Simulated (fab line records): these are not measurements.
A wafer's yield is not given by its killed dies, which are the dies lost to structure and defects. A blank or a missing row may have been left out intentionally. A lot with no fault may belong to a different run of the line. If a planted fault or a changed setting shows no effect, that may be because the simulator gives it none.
fab line records    flow sfq-line
record lots=7  wafers=21  last-day=92
route steps=325 shown I0@43 M1@58 I1@73 M8@325
lots untouched by any fault: they come from a run of this same line in which no faults occurred
start-h: hours from the record's opening day to when the first of the lot's shown wafers began    wait-h: hours from the lot's prior step to this one    " repeats the value in the row above    L1.1+2: a row that stands for several wafers    - no value, or no start was given    * or withheld: withheld    < > ~ a bound
route shown NAME@n: a module of which the file shows steps, and the number in the route of the first    usual: average and standard deviation across the fault-free wafers    same: alike in all rows    chamber/n: place in a boat    sites: the reading at each site    _std_site: how widely they spread, as a standard deviation    _edge_site: mean of outer sites minus mean of inner sites    radius-mm: for every site, how far away it sits from the centre of the wafer    mask NAME#n: copy n    behind: the most recent tool/chamber to have shaped the wafer    hold: the reason the lot was held/the length of the hold in hours/how it ended    device: names the non-switching transistor (n, p or np)    end of line: the route-end tests of the same wafers    step lacking rows: just its recipe    killed: dies lost to structure and defects at the first sort, not the wafer's yield    map: per-die view of a wafer (x killed, . not killed, _ where there is no die)
set.NAME: the setting that was run; set.NAME@STEP: the one run at that earlier step    model.NAME: the simulator's own value behind a step, which no gauge read
lots seen at some steps along the route; tables by step, rows by wafer
services: when a tool's chamber went out of use (start-h, in hours from the record's first day, below 0 if earlier), for how many hours, and the reason
## steps
# step SFQ_TRILAYER_I0_DEP_PECVD_027
# recipe material=SiO2  temp-c=150  time-s=111.11  pressure-torr=2.4  rf-w=183.3  precursor=SiH4/N2O  target-thk-nm=500
# usual heater-power-w=73/9.2  throttle-valve-pct=24.4/1.7
lot.wafer  tool      chamber  start-h  wait-h  heater-power-w  throttle-valve-pct
L706.2     pecvd-04  1        321.56   0.0     87              28.2
L706.4     "         1        "        "       73              28.4
L706.6     "         0        "        "       68              25.8
L707.3     pecvd-02  0        336.80   0.0     88              23.6
L707.5     "         2        "        "       70              22.0
L707.6     "         1        "        "       57              23.0
L708.1     pecvd-01  1        346.40   0.0     66              23.4
L708.3     "         0        "        "       84              24.6
L708.6     "         2        "        "       70              24.8
L718.1     pecvd-04  2        425.71   0.0     68              24.9
L718.2     "         0        "        "       71              25.9
L718.6     "         2        "        "       69              25.0
L720.1     pecvd-01  0        446.23   0.0     80              24.6
L720.2     "         1        "        "       74              23.8
L720.5     "         1        "        "       74              23.7
L721.1     pecvd-01  2        455.83   0.0     85              25.4
L721.2     "         0        "        "       82              24.6
L721.4     "         2        "        "       88              25.3
L722.3     pecvd-04  1        471.74   0.0     77              28.4
L722.4     "         2        "        "       67              25.1
L722.5     "         1        "        "       80              28.4
# step SFQ_TRILAYER_I0_CMP_CMP_028
# recipe material=SiO2  down-force-psi=3  platen-rpm=60  pad-velocity-m-s=0.94248
# step SFQ_I0_BOW_MEAS_907
# recipe mode=bow
# usual I0_BOW=1/6.5
lot.wafer  tool           chamber  start-h  wait-h  I0_BOW[um]
L706.2     film-metro-04  -        325.90   2.5     5
L706.4     "              -        "        "       -4
L706.6     "              -        "        "       -7
L707.3     film-metro-02  -        339.93   2.0     -7
L707.5     "              -        "        "       -5
L707.6     "              -        "        "       -2
L708.1     film-metro-04  -        349.48   2.5     -2
L708.3     "              -        "        "       -8
L708.6     "              -        "        "       -12
L718.1     film-metro-01  -        429.40   1.5     -2
L718.2     "              -        "        "       11
L718.6     "              -        "        "       6
L720.1     film-metro-04  -        449.86   1.5     -5
L720.2     "              -        "        "       7
L720.5     "              -        "        "       2
L721.1     film-metro-01  -        461.86   2.5     -2
L721.2     "              -        "        "       -9
L721.4     "              -        "        "       -1
L722.3     film-metro-02  -        474.86   1.0     2
L722.4     "              -        "        "       6
L722.5     "              -        "        "       0
# step SFQ_TRILAYER_I0_METRO_MEASURE_029
# usual thk-nm=199.2/1
lot.wafer  tool           chamber  start-h  wait-h  thk-nm
L706.2     film-metro-04  -        326.20   0.3     197.9
L706.4     "              -        "        "       199.1
L706.6     "              -        "        "       199.8
L707.3     film-metro-02  -        340.41   0.5     199.9
L707.5     "              -        "        "       198.6
L707.6     "              -        "        "       198.8
L708.1     film-metro-04  -        349.60   0.1     201.0
L708.3     "              -        "        "       198.8
L708.6     "              -        "        "       199.3
L718.1     film-metro-01  -        429.52   0.1     200.3
L718.2     "              -        "        "       200.5
L718.6     "              -        "        "       198.5
L720.1     film-metro-04  -        449.98   0.1     198.8
L720.2     "              -        "        "       198.9
L720.5     "              -        "        "       200.1
L721.1     film-metro-01  -        461.98   0.1     198.0
L721.2     "              -        "        "       198.7
L721.4     "              -        "        "       200.8
L722.3     film-metro-02  -        475.34   0.5     198.1
L722.4     "              -        "        "       197.4
L722.5     "              -        "        "       197.5
# step SFQ_TRILAYER_I0_VIA_LITHO_COAT_036
# recipe resist=BARC  spin-rpm=3000  resist-thk-nm=62
# step SFQ_TRILAYER_I0_VIA_LITHO_COAT_031
# recipe resist=KrF  spin-rpm=3000  resist-thk-nm=650
# step SFQ_TRILAYER_I0_VIA_LITHO_SOFTBAKE_035
# recipe temp-c=withheld  time-s=withheld  resist=KrF
# step SFQ_TRILAYER_I0_VIA_LITHO_EXPOSE_032
# recipe mask-id=I0  na=0.6  source-shape=conventional  sigma-outer=0.65  target-cd-nm=500  dose-mj=21.3
# step SFQ_TRILAYER_I0_VIA_LITHO_PEB_034
# recipe peb-temp-c=115  peb-time-s=60  resist=KrF
# step SFQ_TRILAYER_I0_VIA_LITHO_DEVELOP_033
# recipe time-s=60  resist=KrF
# step SFQ_I0_OVL_MEAS_908
# usual I0_OVL=-1/5
lot.wafer  tool        chamber  start-h  wait-h  I0_OVL[nm]
L706.2     overlay-01  -        337.45   0.1     6
L706.4     "           -        "        "       -2
L706.6     "           -        "        "       3
L707.3     overlay-01  -        343.78   0.1     5
L707.5     "           -        "        "       4
L707.6     "           -        "        "       2
L708.1     overlay-01  -        353.05   0.1     6
L708.3     "           -        "        "       -1
L708.6     "           -        "        "       -6
L718.1     overlay-02  -        482.69   0.1     7
L718.2     "           -        "        "       2
L718.6     "           -        "        "       6
L720.1     overlay-01  -        609.23   0.1     7
L720.2     "           -        "        "       0
L720.5     "           -        "        "       8
L721.1     overlay-02  -        620.03   0.1     1
L721.2     "           -        "        "       -8
L721.4     "           -        "        "       -4
L722.3     overlay-02  -        628.57   0.1     -9
L722.4     "           -        "        "       2
L722.5     "           -        "        "       -8
# step SFQ_TRILAYER_I0_VIA_BARC_OPEN_VIA_ETCH_046
# recipe mask-material=PR  chemistry=O2  target-depth-nm=125  target=BARC  source-w=500  bias-w=80  pressure-mtorr=30  time-s=41.7
# usual bias-w=80.01/0.24  chamber-pressure-mTorr=29.998/0.025  drypump-motor-current-A=5.7/0.35  oes-product-au=0.685/0.0044
lot.wafer  tool         chamber  start-h  wait-h  bias-w  chamber-pressure-mTorr  drypump-motor-current-A  oes-product-au  rf-hours-counter-h
L706.2     rie-diel-01  0        337.48   0.0     80.15   29.939                  6.0                      0.698           7
L706.4     "            2        "        "       80.23   30.019                  5.7                      0.688           5
L706.6     "            0        "        "       80.00   29.981                  6.0                      0.679           -
L707.3     rie-diel-02  2        343.80   0.0     79.77   30.011                  6.0                      0.691           3
L707.5     "            3        "        "       79.90   29.976                  6.2                      0.688           -
L707.6     "            0        "        "       80.00   29.967                  5.9                      0.683           -
L708.1     rie-diel-04  3        353.08   0.0     79.89   29.980                  5.6                      0.691           0
L708.3     "            1        "        "       79.83   29.946                  5.2                      0.689           1
L708.6     "            0        "        "       79.85   30.055                  5.8                      0.677           -
L718.1     rie-diel-04  2        482.73   0.0     79.22   29.997                  5.4                      0.682           4
L718.2     "            3        "        "       79.98   29.997                  5.7                      0.687           2
L718.6     "            2        "        "       79.57   30.029                  5.4                      0.684           -
L720.1     rie-diel-01  0        609.27   0.0     79.99   29.976                  5.9                      0.680           11
L720.2     "            2        "        "       80.21   29.992                  5.7                      0.687           9
L720.5     "            0        "        "       80.05   30.006                  5.9                      0.684           -
L721.1     rie-diel-01  2        620.07   0.0     80.40   30.001                  5.7                      0.683           9
L721.2     "            1        "        "       80.34   30.017                  6.0                      0.687           15
L721.4     "            3        "        "       80.15   29.997                  4.8                      0.693           0
L722.3     rie-diel-02  1        628.59   0.0     80.60   29.997                  5.3                      0.683           58
L722.4     "            2        "        "       80.28   30.038                  6.0                      0.684           6
L722.5     "            3        "        "       80.16   30.003                  6.2                      0.680           -
# step SFQ_TRILAYER_I0_VIA_ETCH_VIA_ETCH_034
# recipe target=SiO2  stop-on=Nb  mask-material=PR  taper-deg=20  chemistry=CHF3  target-depth-nm=260  source-w=500  bias-w=80  pressure-mtorr=30  time-s=withheld
# usual bias-w=79.95/0.22  chamber-pressure-mTorr=29.996/0.027  drypump-motor-current-A=5.7/0.35  oes-product-au=0.853/0.005
lot.wafer  tool         chamber  start-h  wait-h  bias-w  chamber-pressure-mTorr  drypump-motor-current-A  oes-product-au  model.KrF_of_TRILAYER_I0_VIA_LITHO_COAT_031.thk-nm
L706.2     rie-diel-01  0        337.52   0.0     -       -                       -                        -               573.6
L706.4     "            2        "        "       -       -                       -                        -               572.2
L706.6     "            0        "        "       -       -                       -                        -               573.4
L707.3     rie-diel-02  2        343.84   0.0     -       -                       -                        -               570.9
L707.5     "            3        "        "       -       -                       -                        -               573.3
L707.6     "            0        "        "       -       -                       -                        -               569.4
L708.1     rie-diel-04  3        353.12   0.0     -       -                       -                        -               574.4
L708.3     "            1        "        "       -       -                       -                        -               573.1
L708.6     "            0        "        "       -       -                       -                        -               571.6
L718.1     rie-diel-04  2        482.77   0.0     79.71   29.960                  5.4                      0.848           526.4
L718.2     "            3        "        "       80.41   30.019                  5.7                      0.849           525.6
L718.6     "            2        "        "       79.94   29.979                  5.4                      0.854           524.4
L720.1     rie-diel-01  0        609.31   0.0     79.59   29.976                  5.9                      0.854           531.1
L720.2     "            2        "        "       80.40   29.998                  5.7                      0.852           527.5
L720.5     "            0        "        "       79.88   30.003                  5.9                      0.860           530.8
L721.1     rie-diel-01  2        620.11   0.0     80.21   29.987                  5.7                      0.850           528.6
L721.2     "            1        "        "       79.96   29.947                  6.1                      0.850           532.2
L721.4     "            3        "        "       80.03   29.990                  4.8                      0.854           529.2
L722.3     rie-diel-02  1        628.63   0.0     79.73   29.993                  5.3                      0.861           525.8
L722.4     "            2        "        "       80.49   29.965                  6.0                      0.849           526.6
L722.5     "            3        "        "       79.54   29.940                  6.2                      0.852           530.7
# step SFQ_TRILAYER_I0_VIA_STRIP_STRIP_035
# recipe gas=O2  power-w=200  platen-temp-c=40  overash-fraction=0.65  chemistry=O2  pressure-mtorr=50
# step SFQ_TRILAYER_I0_VIA_STRIP_SOLV_CLEAN_036
# recipe chemistry=NMP  temp-c=70  time-s=600
# step SFQ_TRILAYER_M1_DEP_PRE_CLEAN_038
# recipe gas=Ar  time-s=22.5  bias-v=250
# step SFQ_TRILAYER_M1_DEP_SPUTTER_037
# recipe material=Nb  base-pressure-pa=1.33e-06  chamber-pressure-pa=0.1333  substrate-temp-c=20  resputter-cathode-voltage-v=400  target-thk-nm=200  power-w=2000  time-s=133.3
# step SFQ_M1_RS_MEAS_909
# recipe thk-meas-gauge=four-point-probe  reads=Nb_of_TRILAYER_M1_DEP_SPUTTER_037
# usual M1_NB_RS=0.885/0.013
lot.wafer  tool           chamber  start-h  wait-h  M1_NB_RS[ohm/sq]
L706.2     film-metro-01  -        338.57   0.1     0.895
L706.4     "              -        "        "       0.894
L706.6     "              -        "        "       0.906
L707.3     film-metro-01  -        344.91   0.1     0.879
L707.5     "              -        "        "       0.891
L707.6     "              -        "        "       0.871
L708.1     film-metro-01  -        354.31   0.0     0.901
L708.3     "              -        "        "       0.874
L708.6     "              -        "        "       0.885
L718.1     film-metro-03  -        483.78   0.0     0.899
L718.2     "              -        "        "       0.870
L718.6     "              -        "        "       0.884
L720.1     film-metro-03  -        610.32   0.0     0.878
L720.2     "              -        "        "       0.875
L720.5     "              -        "        "       0.886
L721.1     film-metro-01  -        621.12   0.0     0.903
L721.2     "              -        "        "       0.881
L721.4     "              -        "        "       0.885
L722.3     film-metro-03  -        629.70   0.1     0.884
L722.4     "              -        "        "       0.878
L722.5     "              -        "        "       0.884
# step SFQ_TRILAYER_M1_LITHO_COAT_044
# recipe resist=BARC  spin-rpm=3000  resist-thk-nm=62
# step SFQ_TRILAYER_M1_LITHO_COAT_039
# recipe resist=KrF  spin-rpm=3000  resist-thk-nm=600
# step SFQ_TRILAYER_M1_LITHO_SOFTBAKE_043
# recipe temp-c=withheld  time-s=withheld  resist=KrF
# step SFQ_TRILAYER_M1_LITHO_EXPOSE_040
# recipe mask-id=M1  na=0.6  source-shape=conventional  sigma-outer=0.65  target-cd-nm=500  dose-mj=14.4
# step SFQ_TRILAYER_M1_LITHO_PEB_042
# recipe peb-temp-c=115  peb-time-s=60  resist=KrF
# step SFQ_TRILAYER_M1_LITHO_DEVELOP_041
# recipe time-s=60  resist=KrF
# step SFQ_M1_OVL_MEAS_911
# usual M1_OVL=1/5
lot.wafer  tool        chamber  start-h  wait-h  M1_OVL[nm]
L706.2     overlay-01  -        481.38   0.1     6
L706.4     "           -        "        "       3
L706.6     "           -        "        "       3
L707.3     overlay-02  -        493.31   0.1     9
L707.5     "           -        "        "       3
L707.6     "           -        "        "       10
L708.1     overlay-02  -        505.65   0.1     1
L708.3     "           -        "        "       -8
L708.6     "           -        "        "       -2
L718.1     overlay-02  -        636.96   0.1     1
L718.2     "           -        "        "       1
L718.6     "           -        "        "       4
L720.1     overlay-01  -        763.88   0.1     -6
L720.2     "           -        "        "       7
L720.5     "           -        "        "       8
L721.1     overlay-02  -        775.88   0.1     3
L721.2     "           -        "        "       4
L721.4     "           -        "        "       4
L722.3     overlay-02  -        784.29   0.1     -3
L722.4     "           -        "        "       0
L722.5     "           -        "        "       6
# step SFQ_TRILAYER_M1_BARC_OPEN_METAL_ETCH_054
# recipe mask-material=PR  chemistry=O2  target-depth-nm=125  target=BARC  icp-w=600  bias-w=80  pressure-mtorr=10  time-s=41.7
# usual bias-w=79.98/0.24  chamber-pressure-mTorr=10.000/0.0089  drypump-motor-current-A=5.6/0.34  oes-product-au=0.685/0.0047
lot.wafer  tool          chamber  start-h  wait-h  bias-w  chamber-pressure-mTorr  drypump-motor-current-A  oes-product-au  rf-hours-counter-h
L706.2     rie-metal-03  0        481.41   0.0     80.37   10.008                  5.9                      0.687           85
L706.4     "             1        "        "       79.99   9.992                   5.2                      0.679           -
L706.6     "             1        "        "       80.15   9.988                   5.2                      0.686           -
L707.3     rie-metal-03  0        493.36   0.0     79.74   10.005                  6.0                      0.682           -
L707.5     "             0        "        "       80.14   10.005                  5.9                      0.686           -
L707.6     "             1        "        "       79.87   10.001                  5.2                      0.677           -
L708.1     rie-metal-01  0        505.68   0.0     80.36   10.001                  5.3                      0.681           30
L708.3     "             1        "        "       80.30   10.013                  6.0                      0.681           -
L708.6     "             0        "        "       80.48   10.014                  5.3                      0.690           -
L718.1     rie-metal-03  1        636.99   0.0     79.68   10.006                  5.2                      0.690           90
L718.2     "             0        "        "       79.90   9.991                   5.9                      0.680           108
L718.6     "             1        "        "       80.03   9.987                   5.2                      0.685           -
L720.1     rie-metal-03  0        763.91   0.0     79.69   10.004                  5.9                      0.684           124
L720.2     "             1        "        "       80.00   10.014                  5.2                      0.685           103
L720.5     "             1        "        "       80.04   10.017                  5.2                      0.685           -
L721.1     rie-metal-04  0        775.91   0.0     80.15   9.992                   5.4                      0.688           22
L721.2     "             1        "        "       79.55   9.987                   5.5                      0.683           124
L721.4     "             1        "        "       79.93   9.995                   5.5                      0.683           -
L722.3     rie-metal-01  1        784.33   0.0     80.06   10.010                  6.0                      0.687           -
L722.4     "             0        "        "       79.90   10.001                  5.3                      0.671           -
L722.5     "             0        "        "       80.05   9.998                   5.3                      0.679           -
# step SFQ_TRILAYER_M1_ETCH_METAL_ETCH_042
# recipe target=Nb  stop-on=SiO2  mask-material=PR  chemistry=Cl2/Ar  target-depth-nm=240  icp-w=600  bias-w=80  pressure-mtorr=10  time-s=120
# step SFQ_TRILAYER_M1_STRIP_STRIP_043
# recipe gas=O2  power-w=200  platen-temp-c=40  overash-fraction=0.65  chemistry=O2  pressure-mtorr=50
# step SFQ_TRILAYER_M1_STRIP_SOLV_CLEAN_044
# recipe chemistry=NMP  temp-c=70  time-s=600
# step SFQ_TRILAYER_I1_DEP_PECVD_045
# recipe material=SiO2  temp-c=150  time-s=111.11  pressure-torr=2.4  rf-w=183.3  precursor=SiH4/N2O  target-thk-nm=500
# step SFQ_TRILAYER_I1_CMP_CMP_046
# recipe material=SiO2  down-force-psi=3  platen-rpm=60  pad-velocity-m-s=0.94248
# step SFQ_I1_BOW_MEAS_912
# recipe mode=bow
# usual I1_BOW=2/6.6
lot.wafer  tool           chamber  start-h  wait-h  I1_BOW[um]
L706.2     film-metro-02  -        493.07   1.5     8
L706.4     "              -        "        "       1
L706.6     "              -        "        "       -3
L707.3     film-metro-04  -        501.29   1.0     -9
L707.5     "              -        "        "       -6
L707.6     "              -        "        "       -4
L708.1     film-metro-04  -        510.25   2.0     2
L708.3     "              -        "        "       -5
L708.6     "              -        "        "       -8
L718.1     film-metro-04  -        641.03   2.0     -4
L718.2     "              -        "        "       11
L718.6     "              -        "        "       6
L720.1     film-metro-03  -        773.95   1.0     3
L720.2     "              -        "        "       13
L720.5     "              -        "        "       8
L721.1     film-metro-02  -        782.95   1.5     -4
L721.2     "              -        "        "       -12
L721.4     "              -        "        "       -2
L722.3     film-metro-03  -        794.89   1.5     -1
L722.4     "              -        "        "       3
L722.5     "              -        "        "       -3
# step SFQ_TRILAYER_I1_METRO_MEASURE_047
# usual thk-nm=199.4/1
lot.wafer  tool           chamber  start-h  wait-h  thk-nm
L706.2     film-metro-02  -        493.37   0.3     197.1
L706.4     "              -        "        "       199.2
L706.6     "              -        "        "       199.0
L707.3     film-metro-04  -        501.77   0.5     198.2
L707.5     "              -        "        "       199.4
L707.6     "              -        "        "       198.0
L708.1     film-metro-04  -        510.37   0.1     199.9
L708.3     "              -        "        "       198.5
L708.6     "              -        "        "       200.1
L718.1     film-metro-04  -        641.15   0.1     199.7
L718.2     "              -        "        "       199.5
L718.6     "              -        "        "       200.1
L720.1     film-metro-03  -        774.07   0.1     198.6
L720.2     "              -        "        "       198.2
L720.5     "              -        "        "       198.1
L721.1     film-metro-02  -        783.07   0.1     198.3
L721.2     "              -        "        "       200.5
L721.4     "              -        "        "       199.3
L722.3     film-metro-03  -        795.37   0.5     201.7
L722.4     "              -        "        "       201.5
L722.5     "              -        "        "       199.3
# step SFQ_TRILAYER_I1_VIA_LITHO_COAT_054
# recipe resist=BARC  spin-rpm=3000  resist-thk-nm=62
# step SFQ_TRILAYER_I1_VIA_LITHO_COAT_049
# recipe resist=KrF  spin-rpm=3000  resist-thk-nm=650
# step SFQ_TRILAYER_I1_VIA_LITHO_SOFTBAKE_053
# recipe temp-c=withheld  time-s=withheld  resist=KrF
# step SFQ_TRILAYER_I1_VIA_LITHO_EXPOSE_050
# recipe mask-id=I1  na=0.6  source-shape=conventional  sigma-outer=0.65  target-cd-nm=500  dose-mj=21.3
# step SFQ_TRILAYER_I1_VIA_LITHO_PEB_052
# recipe peb-temp-c=115  peb-time-s=60  resist=KrF
# step SFQ_TRILAYER_I1_VIA_LITHO_DEVELOP_051
# recipe time-s=60  resist=KrF
# step SFQ_I1_OVL_MEAS_913
# usual I1_OVL=3/5.3
lot.wafer  tool        chamber  start-h  wait-h  I1_OVL[nm]
L706.2     overlay-01  -        647.76   0.1     6
L706.4     "           -        "        "       12
L706.6     "           -        "        "       -1
L707.3     overlay-01  -        659.90   0.1     2
L707.5     "           -        "        "       3
L707.6     "           -        "        "       -3
L708.1     overlay-01  -        668.41   0.1     -4
L708.3     "           -        "        "       -2
L708.6     "           -        "        "       -1
L718.1     overlay-02  -        793.88   0.1     7
L718.2     "           -        "        "       8
L718.6     "           -        "        "       8
L720.1     overlay-02  -        929.95   0.1     -3
L720.2     "           -        "        "       -8
L720.5     "           -        "        "       1
L721.1     overlay-02  -        935.95   0.1     6
L721.2     "           -        "        "       0
L721.4     "           -        "        "       4
L722.3     overlay-02  -        945.56   0.1     3
L722.4     "           -        "        "       11
L722.5     "           -        "        "       -5
# step SFQ_TRILAYER_I1_VIA_BARC_OPEN_VIA_ETCH_071
# recipe mask-material=PR  chemistry=O2  target-depth-nm=125  target=BARC  source-w=500  bias-w=80  pressure-mtorr=30  time-s=41.7
# step SFQ_M8_BOW_MEAS_951
# recipe mode=bow
# usual M8_BOW=8/8.1
lot.wafer  tool           chamber  start-h  wait-h  M8_BOW[um]  model.etest.i0.link-ohm
L706.2     film-metro-01  -        1948.28  0.0     11          1e+06
L706.4     "              -        "        "       3           1e+06
L706.6     "              -        "        "       -1          1e+06
L707.3     film-metro-01  -        2106.51  0.0     -5          1e+06
L707.5     "              -        "        "       -3          1e+06
L707.6     "              -        "        "       -1          1e+06
L708.1     film-metro-01  -        2111.19  0.0     14          1e+06
L708.3     "              -        "        "       7           1e+06
L708.6     "              -        "        "       4           1e+06
L718.1     film-metro-04  -        2201.31  0.0     -1          1.99
L718.2     "              -        "        "       14          1.944
L718.6     "              -        "        "       9           1.966
L720.1     film-metro-02  -        2207.44  0.0     5           1.952
L720.2     "              -        "        "       16          1.944
L720.5     "              -        "        "       11          1.96
L721.1     film-metro-04  -        2208.66  0.0     0           1.997
L721.2     "              -        "        "       -7          1.978
L721.4     "              -        "        "       3           1.966
L722.3     film-metro-04  -        2209.90  0.0     7           1.946
L722.4     "              -        "        "       10          1.948
L722.5     "              -        "        "       4           1.953
## services
tool           chamber  start-h  hours  kind
rie-diel-04    3        300.07   6.0    repair
rie-diel-04    1        305.75   8.1    repair
rie-diel-02    1        308.51   4.9    repair
rie-diel-01    3        332.59   1.9    repair
film-metro-02  -        342.15   0.5    pm
rie-diel-04    1        344.47   1.2    repair
film-metro-04  -        356.32   0.3    pm
rie-diel-04    3        369.14   6.3    repair
rie-diel-01    -        392.82   0.4    repair
rie-diel-02    2        393.02   13.1   repair
rie-diel-01    2        393.40   3.0    repair
rie-diel-02    0        437.75   3.7    repair
rie-diel-01    0        442.02   8.9    repair
film-metro-04  -        451.67   2.3    pm
rie-diel-01    3        473.56   3.6    repair
film-metro-04  -        499.63   0.3    pm
film-metro-04  -        531.68   20.6   pm
film-metro-04  -        556.90   3.2    repair
rie-diel-01    2        560.95   5.7    repair
film-metro-04  -        601.32   0.4    pm
film-metro-04  -        696.67   0.2    pm
rie-diel-01    1        728.69   132.0  repair
film-metro-04  -        744.63   0.9    pm
rie-diel-01    0        749.69   8.0    repair
## key
first-sign step=SFQ_TRILAYER_I0_VIA_ETCH_VIA_ETCH_034  reading=tool-record  direction=missing
effect none on later readings
model-effect step=SFQ_TRILAYER_I0_VIA_ETCH_VIA_ETCH_034  value=KrF_of_TRILAYER_I0_VIA_LITHO_COAT_031.thk-nm  without=528.3  struck=572.4
model-effect step=SFQ_M8_BOW_MEAS_951  value=etest.i0.link-ohm  without=1.961  struck=1e+06
met-at SFQ_TRILAYER_I0_VIA_ETCH_VIA_ETCH_034
struck-wafers L706.2,L706.4,L706.6,L707.3,L707.5,L707.6,L708.1,L708.3,L708.6
fault kind=skipped-step-whole  tool=rie-diel-01,rie-diel-02,rie-diel-04  chamber=-  onset-h=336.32  steps=SFQ_TRILAYER_I0_VIA_ETCH_VIA_ETCH_034  scope=struck-lots-only
